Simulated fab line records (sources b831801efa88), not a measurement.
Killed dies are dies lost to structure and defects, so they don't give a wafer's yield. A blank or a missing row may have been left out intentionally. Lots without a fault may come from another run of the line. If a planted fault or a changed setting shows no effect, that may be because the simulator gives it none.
Comparing a struck lot with a sound one    flow gf180mcu    16 steps out of a route of 602
Sound: these wafers, L257.1, L257.4, L257.6. Wafers struck: L253.1, L253.4, L253.6. The cause comes at the end.
Each step with rows lists, per side, the tool, then ch with its chambers, then its first start. Under that, the readings that differ: sound wafers    struck wafers    difference of the means    sigmas: that difference in standard deviations of wafers without a fault.
alike: same words and numbers on both sides, and readings whose means sit less than 2 such deviations apart. not compared: any withheld reading, any reading some wafer has no value for, any bound like >300 that may hide the same value, and any number with overlapping values for which the record gives no deviation.
Wherever a step has rows on one side only, a row that says differs or no value, or a row with sigmas, the two part there. When numbers do not overlap yet have no deviation, they are printed without sigmas and do not part them. A reading that every wafer of one side lacks parts them only if that side has two wafers or more.

first, 3 steps without rows for these wafers: GF_V5_EXPOSE_11 (exposes mask Via5, target cd 260 nm); GF_V5_PEB_12 (peb time 90 s); GF_V5_DEVELOP_13 (develop time 60 s).
GF_V5_CD_MEAS_14: the cd target is 260 nm.
  sound on cd_sem-01 at day 31 12:44; struck on cd_sem-01 at day 30 04:28
reading     sound              struck             difference  sigmas
cd_nm (nm)  259.1 259.6 258.8  261.4 262.4 261.2  +2.5        +2
GF_V5_OVL_MEAS_15:
  sound on overlay-01 at day 31 12:52; struck on overlay-01 at day 30 04:35
  alike: V5_OVL
GF_V5_ETCH_16: etches BARC in N2/H2.
  sound on rie_diel-04 ch 0,1,2, day 31 12:53; struck on rie_diel-04 ch 0,1,2, day 30 04:37
  alike: drypump_motor_current_A, oes_product_au, throttle_valve_pct
GF_V5_ETCH_17: etches SiO2 in C4F8/O2/Ar, stops on TiN, target depth 855 nm.
  sound on rie_diel-04 ch 0,1,2; struck on rie_diel-04 ch 0,1,2
  alike: oes_product_au
GF_V5_STRIP_18: strips in O2/N2.
  sound on plasma_asher-04 ch 0, day 31 13:03; struck on plasma_asher-04 ch 0, day 30 04:47
  alike: drypump_motor_current_A, heater_power_w, oes_product_au
  not compared: rf_hours_counter_h
then, 2 steps without rows for these wafers: GF_V5_STRIP_19 (strips in post etch residue remover, time 1200 s); GF_V5_CLEAN_20 (cleans in DIW).
GF_V5_SPUTTER_21: material Ti, target thk 15 nm, time 80.02 s.
  sound on pvd_sputter-03 at day 31 13:37; struck on pvd_sputter-04 at day 30 05:19
  alike: chamber_pressure_pa, throttle_valve_pct
GF_V5_SPUTTER_22: material TiN, target thk 10 nm, time 40 s.
  sound on pvd_sputter-03 at day 31 13:41; struck on pvd_sputter-04 at day 30 05:22
  alike: chamber_pressure_pa, throttle_valve_pct
GF_V5_CVD_23: deposits W, target thk 350 nm, time 104.9 s.
  sound on cvd_w-01 ch 0,1, day 31 13:43; struck on cvd_w-02 ch 0,1, day 30 05:25
  no value came back on the struck wafers for chamber_pressure_Torr (Torr), heater_power_outer_w (W), heater_power_w (W), time_s (s); on the sound wafers chamber_pressure_Torr (Torr) reads 40.00 40.02 40.11
GF_V5_RS_MEAS_24: the measuring method here is four-point-probe.
  sound on film_metro-01 at day 31 13:50; struck on film_metro-04 at day 30 05:31
reading           sound              struck                difference  sigmas
V5_W_RS (ohm/sq)  0.325 0.324 0.324  43.124 43.970 43.455  +43.192     +99 or more
GF_V5_THK_MEAS_25: measures by xrf.
  sound on film_metro-01 at day 31 13:57; struck on film_metro-04 at day 30 05:38
  not compared: V5_W_THK
GF_V5_CMP_26: polishes, stops on SiO2, t overpolish 15 s, target thk 0 nm.
  sound on cmp-01 ch 1,2,3, day 31 14:04; struck on cmp-01 ch 0,3, day 30 06:19
reading                 sound     struck  difference  sigmas
time_to_endpoint_s (s)  85 87 84  2 0 0   -85         -24
  alike: motor_current_A

WHERE THEY PART
Earliest at GF_V5_CD_MEAS_14; latest, in this record, at GF_V5_CMP_26.

WHY: the cause the simulator had injected
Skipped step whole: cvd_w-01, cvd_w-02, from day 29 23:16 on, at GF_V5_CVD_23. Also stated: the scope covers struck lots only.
